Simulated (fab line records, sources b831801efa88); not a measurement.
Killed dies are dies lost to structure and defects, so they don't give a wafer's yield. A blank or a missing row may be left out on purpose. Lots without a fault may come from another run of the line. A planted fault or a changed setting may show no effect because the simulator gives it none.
fab line records | flow sky130
record lots=12 wafers=36 last_day=50
route steps=708 shown METAL4@629 METAL5@664 PAD_OPEN@708
lots that met no fault: from a run of the same line without faults
start_h: hours from the record's first day to the start of the lot's first wafer shown | wait_h: hours since the lot's step before | " the same as in the row above | L1.1+2: a row that stands for several wafers | - no value, or no start given | * or withheld: withheld | < > ~ a bound
route shown NAME@n: a module of which the file shows steps, and the number in the route of the first | usual: mean/standard deviation of fault-free wafers | same: alike in all rows | chamber/n: place in a boat | sites: the reading at each site | _std_site: their standard deviation | _edge_site: outer sites' mean less inner sites' | radius_mm: how far each site lies from the wafer's centre | mask NAME#n: copy n | behind: the tool/chamber that last shaped the wafer | hold: why the lot was held/for how many hours/how that ended | device: the transistor (n, p or np) that didn't switch | end of line: the same wafers' tests at the end of the route | a step without rows: its recipe alone | killed: dies lost to structure and defects at the first sort, not the wafer's yield | map: a wafer's dies, x killed, . not, _ none there
set.NAME: the setting as run; set.NAME@STEP: as run at that earlier step | model.NAME: the simulator's own value behind a step, which no gauge read
steps of the route over a sample of lots; a table a step, a row a wafer
services: from which hour (start_h, from the record's first day; less than 0 if before it) a tool's chamber was out of use, for how many hours, and why
## steps
# step SKY_METAL4_CD_MEAS_13
# recipe target_cd_nm=300
# usual cd_nm=299.8/1.5
# columns lot.wafer tool chamber start_h wait_h cd_nm
L791.1 cd_sem-01 - 978.00 - 298.5
L791.3 " - " " 298.9
L791.6 " - " " 297.5
L792.1 cd_sem-01 - 980.30 - 299.6
L792.3 " - " " 299.3
L792.6 " - " " 298.6
L793.1 cd_sem-01 - 996.17 - 298.1
L793.3 " - " " 297.2
L793.4 " - " " 297.3
L795.1 cd_sem-01 - 1010.29 - 300.4
L795.3 " - " " 300.4
L795.6 " - " " 301.0
L797.2 cd_sem-02 - 1025.96 - 298.1
L797.3 " - " " 298.0
L797.4 " - " " 298.3
L799.1 cd_sem-02 - 1040.64 - 303.4
L799.2 " - " " 302.0
L799.3 " - " " 301.7
L800.3 cd_sem-01 - 1046.38 - 300.6
L800.4 " - " " 300.0
L800.5 " - " " 299.8
L801.4 cd_sem-02 - 1051.38 - 303.4
L801.5 " - " " 302.5
L801.6 " - " " 302.4
L805.1 cd_sem-02 - 1083.70 - 298.3
L805.3 " - " " 296.9
L805.4 " - " " 297.3
L807.1 cd_sem-01 - 1087.17 - 301.0
L807.2 " - " " 300.2
L807.3 " - " " 301.0
L812.2 cd_sem-01 - 1114.02 - 299.7
L812.4 " - " " 300.6
L812.5 " - " " 299.2
L811.1 cd_sem-02 - 1118.97 - 300.1
L811.4 " - " " 300.9
L811.5 " - " " 300.1
# step SKY_METAL4_ETCH_17
# recipe target=SiO2 stop_on=TiN chemistry=C4F8/O2/Ar source_w=1500 bias_w=1200 pressure_mtorr=40 c4f8_flow_sccm=withheld O2_flow_sccm=6 Ar_flow_sccm=300 time_s=3.9 target_depth_a=150
# usual oes_product_au=0.753/0.0067
# columns lot.wafer tool chamber start_h wait_h oes_product_au rf_hours_counter_h
L791.1 rie_diel-03 1 978.29 0.1 0.758 24
L791.3 " 0 " " 0.753 23
L791.6 " 0 " " 0.752 -
L792.1 rie_diel-04 2 980.59 0.1 0.760 1
L792.3 " 3 " " 0.758 13
L792.6 " 1 " " 0.763 -
L793.1 rie_diel-01 2 996.46 0.1 0.750 16
L793.3 " 1 " " 0.754 9
L793.4 " 3 " " 0.757 4
L795.1 rie_diel-01 1 1010.60 0.1 0.741 10
L795.3 " 3 " " 0.751 4
L795.6 " 3 " " 0.746 -
L797.2 rie_diel-01 1 1026.35 0.1 0.752 10
L797.3 " 3 " " 0.750 5
L797.4 " 0 " " 0.752 19
L799.1 rie_diel-04 0 1040.92 0.1 0.744 7
L799.2 " 2 " " 0.740 3
L799.3 " 3 " " 0.761 15
L800.3 rie_diel-04 2 1046.62 0.0 0.754 3
L800.4 " 0 " " 0.748 7
L800.5 " 0 " " 0.746 -
L801.4 rie_diel-01 2 1051.74 0.1 0.747 17
L801.5 " 0 " " 0.748 -
L801.6 " 3 " " 0.751 -
L805.1 rie_diel-04 2 1083.99 0.1 0.752 4
L805.3 " 1 " " 0.754 14
L805.4 " 3 " " 0.755 16
L807.1 rie_diel-04 2 1087.46 0.1 0.749 4
L807.2 " 0 " " 0.757 9
L807.3 " 1 " " 0.745 14
L812.2 rie_diel-03 3 1114.29 0.1 0.742 27
L812.4 " 1 " " 0.748 28
L812.5 " 1 " " 0.740 -
L811.1 rie_diel-01 2 1119.26 0.1 0.748 20
L811.4 " 0 " " 0.750 22
L811.5 " 0 " " 0.762 -
# step SKY_METAL5_SPUTTER_03
# recipe material=Ti target_thk_nm=5 power_w=3000 time_s=3.3 chamber_pressure_pa=0.4
# usual chamber_pressure_pa=0.4000/0.00084 throttle_valve_pct=30.0/0.9
# columns lot.wafer tool chamber start_h wait_h chamber_pressure_pa throttle_valve_pct
L791.1 pvd_sputter-04 - 1004.27 0.0 0.3997 29.8
L791.3 " - " " 0.3982 29.9
L791.6 " - " " 0.4016 28.9
L792.1 pvd_sputter-02 - 1006.81 0.0 0.3998 29.7
L792.3 " - " " 0.4014 29.9
L792.6 " - " " 0.3992 30.0
L793.1 pvd_sputter-01 - 1022.40 0.0 0.3988 29.3
L793.3 " - " " 0.4000 29.2
L793.4 " - " " 0.3982 31.1
L795.1 pvd_sputter-04 - 1035.64 0.0 0.4011 29.8
L795.3 " - " " 0.4003 30.9
L795.6 " - " " 0.3989 30.2
L797.2 pvd_sputter-04 - 1050.94 0.0 0.4005 30.3
L797.3 " - " " 0.4009 31.1
L797.4 " - " " 0.4004 28.5
L799.1 pvd_sputter-04 - 1065.35 0.0 0.4651 27.7
L799.2 " - " " 0.4655 27.9
L799.3 " - " " 0.4656 28.7
L800.3 pvd_sputter-02 - 1070.79 0.0 0.4002 29.8
L800.4 " - " " 0.3999 30.8
L800.5 " - " " 0.4005 29.8
L801.4 pvd_sputter-01 - 1076.04 0.0 0.3991 31.9
L801.5 " - " " 0.4018 29.1
L801.6 " - " " 0.3998 32.0
L805.1 pvd_sputter-04 - 1107.19 0.0 0.4644 28.6
L805.3 " - " " 0.4640 28.0
L805.4 " - " " 0.4647 27.5
L807.1 pvd_sputter-02 - 1110.23 0.0 0.3988 29.8
L807.2 " - " " 0.3995 29.7
L807.3 " - " " 0.4007 30.1
L812.2 pvd_sputter-01 - 1136.19 0.0 0.3997 29.3
L812.4 " - " " 0.4007 29.0
L812.5 " - " " 0.4001 31.7
L811.1 pvd_sputter-01 - 1140.82 0.0 0.4007 31.8
L811.4 " - " " 0.3992 29.3
L811.5 " - " " 0.3993 29.2
# step SKY_METAL5_SPUTTER_04
# recipe material=TiN target_thk_nm=70 power_w=6500 time_s=58.3 chamber_pressure_pa=0.4
# usual chamber_pressure_pa=0.4000/0.00077 throttle_valve_pct=30.0/0.89
# columns lot.wafer tool chamber start_h wait_h chamber_pressure_pa throttle_valve_pct
L791.1 pvd_sputter-04 - 1004.29 0.0 0.4003 30.0
L791.3 " - " " 0.4001 29.9
L791.6 " - " " 0.3999 28.5
L792.1 pvd_sputter-02 - 1006.83 0.0 0.3999 29.9
L792.3 " - " " 0.4007 29.6
L792.6 " - " " 0.4003 29.9
L793.1 pvd_sputter-01 - 1022.42 0.0 0.3999 29.3
L793.3 " - " " 0.3991 29.1
L793.4 " - " " 0.3999 31.1
L795.1 pvd_sputter-04 - 1035.66 0.0 0.3994 29.9
L795.3 " - " " 0.4000 30.7
L795.6 " - " " 0.3998 30.0
L797.2 pvd_sputter-04 - 1050.96 0.0 0.3978 29.8
L797.3 " - " " 0.4006 30.8
L797.4 " - " " 0.4009 28.7
L799.1 pvd_sputter-04 - 1065.37 0.0 0.4017 29.5
L799.2 " - " " 0.4012 30.0
L799.3 " - " " 0.3992 31.2
L800.3 pvd_sputter-02 - 1070.81 0.0 0.4008 30.1
L800.4 " - " " 0.3997 30.2
L800.5 " - " " 0.3991 29.9
L801.4 pvd_sputter-01 - 1076.06 0.0 0.4004 31.4
L801.5 " - " " 0.3989 29.1
L801.6 " - " " 0.4001 31.9
L805.1 pvd_sputter-04 - 1107.21 0.0 0.3996 30.8
L805.3 " - " " 0.3998 29.9
L805.4 " - " " 0.4005 29.8
L807.1 pvd_sputter-02 - 1110.25 0.0 0.3991 30.0
L807.2 " - " " 0.4005 29.9
L807.3 " - " " 0.4007 30.3
L812.2 pvd_sputter-01 - 1136.21 0.0 0.4009 29.0
L812.4 " - " " 0.3989 29.2
L812.5 " - " " 0.3996 31.7
L811.1 pvd_sputter-01 - 1140.84 0.0 0.4011 31.7
L811.4 " - " " 0.3996 29.6
L811.5 " - " " 0.3992 29.0
# step SKY_PAD_OPEN_PROBE_99
# usual defect_limited_yield=82.4/1.9 killed_at_M0_to_M3=43/7.1 killed_at_M4_up=3.2/1.7 killed_at_contacts=24/5.6 killed_at_front_end=16/5 killed_at_other=0.4/0.68 killed_dies=86/9.3 killed_open=47/7.1 killed_short=39/5.7 sort_bin_3_pad_short=0.9/0.38 sort_bin_5_function=10.4/1.5 sort_bin_6_memory=6.3/1.3 sort_n_pass=406/9.3 sort_yield_pct=82.4/1.9
# same gross_dies=492 killed_at_back_side=0 sort_bin_4_leakage[%]=0 sort_bin_8_speed[%]=0
# columns lot.wafer tool chamber start_h wait_h defect_limited_yield[%] killed_at_M0_to_M3 killed_at_M4_up killed_at_contacts killed_at_front_end killed_at_other killed_dies killed_open killed_short sort_bin_3_pad_short[%] sort_bin_5_function[%] sort_bin_6_memory[%] sort_n_pass sort_yield_pct[%]
L791.1 prober-01 - 1073.26 0.1 80.7 41 4 24 26 0 95 57 38 0 13.8 5.5 397 80.7
L791.3 prober-01 - 1073.36 0.2 84.1 36 1 23 18 0 78 43 35 0.2 8.9 6.7 414 84.1
L791.6 prober-01 - 1073.51 0.2 83.1 39 4 25 15 0 83 41 42 0.6 9.1 7.1 409 83.1
L792.1 prober-02 - 1077.22 0.1 83.1 42 3 26 12 0 83 40 43 0.6 11.4 4.9 409 83.1
L792.3 prober-02 - 1077.32 0.2 80.1 43 2 30 22 1 98 51 46 1.4 11.6 6.9 394 80.1
L792.6 prober-02 - 1077.47 0.2 83.5 45 1 24 11 0 81 44 37 1.2 10.0 5.3 411 83.5
L793.1 prober-01 - 1090.62 0.1 81.1 47 7 15 22 2 93 48 45 0.8 9.8 8.3 399 81.1
L793.3 prober-01 - 1090.72 0.2 84.6 23 5 22 24 2 76 40 36 1.2 8.1 6.1 416 84.6
L793.4 prober-01 - 1090.77 0.2 81.5 48 7 22 14 0 91 43 47 2.0 10.6 5.9 401 81.5
L795.1 prober-01 - 1102.40 0.1 83.7 41 5 18 15 1 80 39 39 0.8 9.8 5.7 412 83.7
L795.3 prober-01 - 1102.50 0.2 85.4 39 2 12 19 0 72 34 37 1.0 8.9 4.7 420 85.4
L795.6 prober-01 - 1102.65 0.2 82.3 44 7 26 10 0 87 44 43 1.0 8.5 8.1 405 82.3
L797.2 prober-01 - 1116.90 0.1 83.9 41 5 19 13 1 79 45 34 0.4 9.6 6.1 413 83.9
L797.3 prober-01 - 1116.95 0.2 81.5 41 4 23 22 1 91 46 45 1.2 8.5 8.7 401 81.5
L797.4 prober-01 - 1117.00 0.2 84.1 36 5 23 13 1 78 39 39 1.0 9.3 5.5 414 84.1
L799.1 prober-01 - 1129.28 0.1 83.1 42 6 23 12 0 83 45 38 0.6 11.4 4.9 409 83.1
L799.2 prober-01 - 1129.33 0.1 79.5 47 2 30 21 1 101 62 39 1.4 11.0 8.1 391 79.5
L799.3 prober-01 - 1129.38 0.2 80.5 45 2 34 15 0 96 63 33 0.6 11.8 7.1 396 80.5
L800.3 prober-02 - 1135.30 0.2 83.9 41 2 26 10 0 79 41 38 0.8 11.0 4.3 413 83.9
L800.4 prober-02 - 1135.35 0.2 81.7 58 2 15 14 1 90 56 33 0.6 11.0 6.7 402 81.7
L800.5 prober-02 - 1135.40 0.2 83.9 43 3 24 9 0 79 50 29 0.6 11.2 4.3 413 83.9
L801.4 prober-01 - 1140.06 0.2 82.5 55 4 19 8 0 86 48 37 0.8 11.6 5.1 406 82.5
L801.5 prober-01 - 1140.11 0.2 82.5 47 2 26 10 1 86 53 33 0.4 8.9 8.1 406 82.5
L801.6 prober-01 - 1140.16 0.2 81.7 45 4 31 9 1 90 45 44 0.8 10.0 7.5 402 81.7
L805.1 prober-01 - 1167.38 0.1 80.7 41 3 30 21 0 95 57 37 0.2 11.2 7.9 397 80.7
L805.3 prober-01 - 1167.48 0.2 81.7 46 2 27 13 2 90 43 45 0.8 11.4 6.1 402 81.7
L805.4 prober-01 - 1167.53 0.2 82.1 44 2 22 19 1 88 43 42 1.0 11.4 5.5 404 82.1
L807.1 prober-02 - 1169.09 0.1 82.1 42 2 27 17 0 88 49 39 1.0 10.2 6.7 404 82.1
L807.2 prober-02 - 1169.14 0.1 82.1 38 4 28 17 1 88 52 35 0.8 11.6 5.5 404 82.1
L807.3 prober-02 - 1169.19 0.2 82.9 46 3 25 10 0 84 43 41 0.8 9.8 6.5 408 82.9
L812.2 prober-01 - 1192.00 0.1 81.1 49 3 22 19 0 93 49 44 1.0 12.4 5.5 399 81.1
L812.4 prober-01 - 1192.10 0.2 85.0 39 2 20 13 0 74 44 30 0.8 9.6 4.7 418 85.0
L812.5 prober-01 - 1192.15 0.2 81.3 48 5 26 13 0 92 51 40 0.8 11.4 6.5 400 81.3
L811.1 prober-02 - 1193.78 0.1 83.9 32 2 33 12 0 79 47 32 0.4 11.4 4.3 413 83.9
L811.4 prober-02 - 1193.93 0.2 81.5 36 3 29 23 0 91 46 45 0.8 13.6 4.1 401 81.5
L811.5 prober-02 - 1193.98 0.2 81.3 53 2 26 11 0 92 47 45 0.6 11.0 7.1 400 81.3
# killed by level:class
L791.1 VIA1:geometric_particle:open=14 POLY_GATE:geometric_particle:open=7 LI_CONTACT:geometric_particle:open=7 CONTACT:geometric_particle:open=7 VIA3:geometric_particle:open=7 FIELD_ISO:geometric_particle:short=6 VIA2:geometric_particle:open=6 CONTACT:geometric_particle:short=5
L791.3 CONTACT:geometric_particle:open=9 FIELD_ISO:geometric_particle:open=8 VIA1:geometric_particle:short=8 LI_CONTACT:geometric_particle:open=7 VIA1:geometric_particle:open=6 FIELD_ISO:geometric_particle:short=5 VIA2:geometric_particle:open=5 CONTACT:geometric_particle:short=4
L791.6 CONTACT:geometric_particle:open=8 VIA1:geometric_particle:open=8 FIELD_ISO:geometric_particle:short=7 VIA1:geometric_particle:short=6 CONTACT:geometric_particle:short=6 VIA2:geometric_particle:open=5 VIA3:geometric_particle:open=5 LI_CONTACT:geometric_particle:open=4
L792.1 CONTACT:geometric_particle:open=8 VIA1:geometric_particle:open=7 CONTACT:geometric_particle:short=6 METAL2:geometric_particle:short=6 VIA2:geometric_particle:open=5 METAL3:geometric_particle:short=5 LI_CONTACT:geometric_particle:open=5 LOCAL_INTERCONNECT:geometric_particle:short=5
L792.3 CONTACT:geometric_particle:open=12 VIA1:geometric_particle:open=10 LI_CONTACT:geometric_particle:open=9 FIELD_ISO:geometric_particle:short=8 METAL2:geometric_particle:short=8 LOCAL_INTERCONNECT:geometric_particle:short=6 VIA2:geometric_particle:open=5 FIELD_ISO:geometric_particle:open=4
L792.6 LI_CONTACT:geometric_particle:open=9 VIA2:geometric_particle:open=8 CONTACT:geometric_particle:open=7 VIA1:geometric_particle:short=7 VIA1:geometric_particle:open=6 CONTACT:geometric_particle:short=5 METAL2:geometric_particle:short=5 FIELD_ISO:geometric_particle:short=4
L793.1 VIA1:geometric_particle:open=11 POLY_GATE:geometric_particle:short=7 VIA2:geometric_particle:open=7 CONTACT:geometric_particle:open=6 FIELD_ISO:geometric_particle:open=5 METAL2:geometric_particle:short=5 VIA1:geometric_particle:short=5 METAL4:geometric_particle:short=5
L793.3 POLY_GATE:geometric_particle:open=7 FIELD_ISO:geometric_particle:open=6 LI_CONTACT:geometric_particle:open=5 CONTACT:geometric_particle:open=5 POLY_GATE:geometric_particle:short=4 LI_CONTACT:geometric_particle:short=4 METAL3:geometric_particle:short=4 CONTACT:geometric_particle:short=4
L793.4 VIA1:geometric_particle:open=16 METAL2:geometric_particle:short=8 LOCAL_INTERCONNECT:geometric_particle:short=7 CONTACT:geometric_particle:short=6 METAL4:geometric_particle:short=6 VIA2:geometric_particle:open=5 POLY_GATE:geometric_particle:short=5 LI_CONTACT:geometric_particle:open=5
L795.1 CONTACT:geometric_particle:open=8 LI_CONTACT:geometric_particle:open=6 VIA1:geometric_particle:open=6 VIA3:geometric_particle:open=6 FIELD_ISO:geometric_particle:short=5 POLY_GATE:geometric_particle:short=5 METAL1:geometric_particle:short=5 VIA1:geometric_particle:short=5
L795.3 VIA1:geometric_particle:open=10 POLY_GATE:geometric_particle:short=7 VIA3:geometric_particle:open=7 METAL1:geometric_particle:short=6 METAL2:geometric_particle:short=4 FIELD_ISO:geometric_particle:open=3 POLY_GATE:geometric_particle:open=3 LOCAL_INTERCONNECT:geometric_particle:short=3
L795.6 VIA1:geometric_particle:short=12 CONTACT:geometric_particle:open=10 VIA2:geometric_particle:open=8 VIA1:geometric_particle:open=8 LI_CONTACT:geometric_particle:open=5 CONTACT:geometric_particle:short=4 METAL4:geometric_particle:short=4 FIELD_ISO:geometric_particle:open=3
L797.2 VIA3:geometric_particle:open=10 VIA1:geometric_particle:open=8 CONTACT:geometric_particle:open=7 VIA2:geometric_particle:open=6 POLY_GATE:geometric_particle:short=4 METAL1:geometric_particle:short=4 VIA1:geometric_particle:short=4 METAL4:geometric_particle:short=4
L797.3 LI_CONTACT:geometric_particle:open=8 CONTACT:geometric_particle:open=7 VIA1:geometric_particle:open=7 METAL2:geometric_particle:short=7 FIELD_ISO:geometric_particle:open=6 METAL1:geometric_particle:short=6 VIA3:geometric_particle:open=6 FIELD_ISO:geometric_particle:short=5
L797.4 VIA1:geometric_particle:open=7 CONTACT:geometric_particle:open=7 LI_CONTACT:geometric_particle:open=6 METAL1:geometric_particle:short=6 FIELD_ISO:geometric_particle:open=5 VIA3:geometric_particle:open=5 FIELD_ISO:geometric_particle:short=4 LI_CONTACT:geometric_particle:short=4
L799.1 CONTACT:geometric_particle:open=11 VIA1:geometric_particle:open=8 VIA1:geometric_particle:short=6 VIA3:geometric_particle:open=6 VIA2:geometric_particle:open=5 METAL2:geometric_particle:short=4 LI_CONTACT:geometric_particle:short=4 VIA2:geometric_particle:short=4
L799.2 CONTACT:geometric_particle:open=12 VIA1:geometric_particle:open=10 VIA3:geometric_particle:open=9 POLY_GATE:geometric_particle:short=8 VIA2:geometric_particle:open=8 METAL2:geometric_particle:short=7 POLY_GATE:geometric_particle:open=6 LI_CONTACT:geometric_particle:open=6
L799.3 VIA1:geometric_particle:open=15 CONTACT:geometric_particle:open=13 CONTACT:geometric_particle:short=9 VIA2:geometric_particle:open=8 LI_CONTACT:geometric_particle:open=7 LOCAL_INTERCONNECT:geometric_particle:short=5 VIA1:geometric_particle:short=5 VIA3:geometric_particle:open=5
L800.3 VIA1:geometric_particle:open=9 VIA2:geometric_particle:open=8 CONTACT:geometric_particle:open=7 LI_CONTACT:geometric_particle:open=7 LOCAL_INTERCONNECT:geometric_particle:short=6 METAL1:geometric_particle:short=5 VIA1:geometric_particle:short=5 LI_CONTACT:geometric_particle:short=4
L800.4 VIA2:geometric_particle:open=12 VIA1:geometric_particle:open=9 VIA3:geometric_particle:open=8 CONTACT:geometric_particle:open=7 FIELD_ISO:geometric_particle:open=6 VIA2:geometric_particle:short=6 METAL1:geometric_particle:short=4 VIA1:geometric_particle:short=4
L800.5 CONTACT:geometric_particle:open=11 VIA2:geometric_particle:open=9 VIA1:geometric_particle:open=6 VIA3:geometric_particle:open=6 METAL2:geometric_particle:short=5 FIELD_ISO:geometric_particle:open=4 LI_CONTACT:geometric_particle:open=4 METAL1:geometric_particle:short=4
L801.4 VIA1:geometric_particle:open=15 CONTACT:geometric_particle:open=8 VIA3:geometric_particle:open=7 VIA2:geometric_particle:open=6 LI_CONTACT:geometric_particle:open=5 VIA1:geometric_particle:short=5 VIA3:geometric_particle:short=5 LI_CONTACT:geometric_particle:short=4
L801.5 VIA1:geometric_particle:open=14 CONTACT:geometric_particle:open=10 LI_CONTACT:geometric_particle:open=9 VIA2:geometric_particle:open=6 METAL1:geometric_particle:short=5 METAL2:geometric_particle:short=4 VIA3:geometric_particle:short=4 VIA3:geometric_particle:open=4
L801.6 VIA1:geometric_particle:open=12 LI_CONTACT:geometric_particle:open=9 CONTACT:geometric_particle:open=9 METAL1:geometric_particle:short=6 VIA1:geometric_particle:short=6 VIA2:geometric_particle:short=5 CONTACT:geometric_particle:short=4 VIA2:geometric_particle:open=4
L805.1 CONTACT:geometric_particle:open=11 CONTACT:geometric_particle:short=8 VIA2:geometric_particle:open=8 VIA1:geometric_particle:open=8 VIA3:geometric_particle:open=8 POLY_GATE:geometric_particle:open=6 METAL2:geometric_particle:short=5 POLY_GATE:geometric_particle:short=4
L805.3 VIA1:geometric_particle:open=13 CONTACT:geometric_particle:open=9 VIA2:geometric_particle:open=6 LOCAL_INTERCONNECT:geometric_particle:short=6 METAL2:geometric_particle:short=6 CONTACT:geometric_particle:short=6 VIA3:geometric_particle:open=6 VIA1:geometric_particle:short=5
L805.4 LI_CONTACT:geometric_particle:open=8 CONTACT:geometric_particle:open=8 VIA1:geometric_particle:open=8 METAL1:geometric_particle:short=6 VIA3:geometric_particle:open=5 FIELD_ISO:geometric_particle:short=4 POLY_GATE:geometric_particle:open=4 POLY_GATE:geometric_particle:short=4
L807.1 CONTACT:geometric_particle:open=8 VIA1:geometric_particle:open=8 LI_CONTACT:geometric_particle:open=7 FIELD_ISO:geometric_particle:short=6 VIA2:geometric_particle:open=5 METAL2:geometric_particle:open=5 VIA3:geometric_particle:open=5 POLY_GATE:geometric_particle:open=4
L807.2 CONTACT:geometric_particle:open=10 LI_CONTACT:geometric_particle:open=8 VIA1:geometric_particle:short=8 VIA2:geometric_particle:open=7 METAL2:geometric_particle:short=6 VIA3:geometric_particle:open=5 POLY_GATE:geometric_particle:short=4 POLY_GATE:geometric_particle:open=4
L807.3 METAL1:geometric_particle:short=11 LI_CONTACT:geometric_particle:open=10 VIA2:geometric_particle:open=8 CONTACT:geometric_particle:open=6 CONTACT:geometric_particle:short=6 VIA1:geometric_particle:open=6 POLY_GATE:geometric_particle:short=4 VIA3:geometric_particle:short=4
L812.2 VIA3:geometric_particle:open=10 VIA2:geometric_particle:open=8 FIELD_ISO:geometric_particle:short=7 LI_CONTACT:geometric_particle:open=7 CONTACT:geometric_particle:open=7 METAL1:geometric_particle:short=6 VIA1:geometric_particle:open=5 VIA3:geometric_particle:short=5
L812.4 CONTACT:geometric_particle:open=12 VIA1:geometric_particle:open=6 VIA2:geometric_particle:open=6 FIELD_ISO:geometric_particle:open=4 METAL2:geometric_particle:short=4 VIA2:geometric_particle:short=4 VIA3:geometric_particle:open=4 CONTACT:geometric_particle:short=3
L812.5 VIA1:geometric_particle:open=17 CONTACT:geometric_particle:open=8 LI_CONTACT:geometric_particle:open=6 METAL3:geometric_particle:short=6 CONTACT:geometric_particle:short=5 METAL1:geometric_particle:short=5 VIA1:geometric_particle:short=5 LOCAL_INTERCONNECT:geometric_particle:short=4
L811.1 CONTACT:geometric_particle:open=13 VIA3:geometric_particle:open=8 LI_CONTACT:geometric_particle:open=6 VIA2:geometric_particle:open=5 FIELD_ISO:geometric_particle:short=4 LOCAL_INTERCONNECT:geometric_particle:short=4 CONTACT:geometric_particle:short=4 VIA1:geometric_particle:open=4
L811.4 CONTACT:geometric_particle:open=11 METAL2:geometric_particle:short=8 VIA3:geometric_particle:open=8 FIELD_ISO:geometric_particle:short=7 VIA1:geometric_particle:open=7 CONTACT:geometric_particle:short=6 LI_CONTACT:geometric_particle:open=6 VIA1:geometric_particle:short=6
L811.5 METAL2:geometric_particle:short=13 VIA1:geometric_particle:open=11 LI_CONTACT:geometric_particle:open=10 VIA2:geometric_particle:open=10 CONTACT:geometric_particle:open=5 CONTACT:geometric_particle:short=5 FIELD_ISO:geometric_particle:short=4 VIA3:geometric_particle:short=3
## services
# columns tool chamber start_h hours kind
rie_diel-03 2 960.10 13.6 repair
rie_diel-04 3 974.81 4.3 repair
rie_diel-01 1 982.66 4.3 repair
pvd_sputter-01 - 986.96 1.9 repair
pvd_sputter-01 - 991.91 1.4 repair
pvd_sputter-04 - 1030.74 2.0 repair
pvd_sputter-04 - 1030.76 1.6 repair
pvd_sputter-01 - 1064.10 3.9 repair
rie_diel-03 1 1090.75 4.3 repair
rie_diel-03 - 1094.78 1.0 repair
rie_diel-03 3 1098.99 12.7 repair
rie_diel-03 2 1105.47 3.5 repair
rie_diel-01 3 1105.53 6.5 repair
rie_diel-04 - 1117.10 2.8 pm
rie_diel-03 - 1118.92 14.6 pm
rie_diel-01 2 1119.56 9.6 repair
## key
first_sign step=SKY_METAL5_SPUTTER_03 reading=chamber_pressure_pa direction=up sigmas=77 usual=0.4000 struck=0.4649
effect step=SKY_METAL5_SPUTTER_03 reading=throttle_valve_pct direction=down sigmas=2.2 usual=30.0 struck=28.1
met_at SKY_METAL5_SPUTTER_03
struck_lots L799,L805
not_acting_at SKY_METAL4_CD_MEAS_13,SKY_METAL4_ETCH_17,SKY_METAL5_SPUTTER_04
onset_between 1050.94 1065.35
fault kind=process_parameter_drift tool=pvd_sputter-04 chamber=- onset_h=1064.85 steps=SKY_METAL5_SPUTTER_03 channel=chamber_pressure_pa offset=0.064983 shape=step end_h=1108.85 acts_in=these_recipes_only stated=0.4
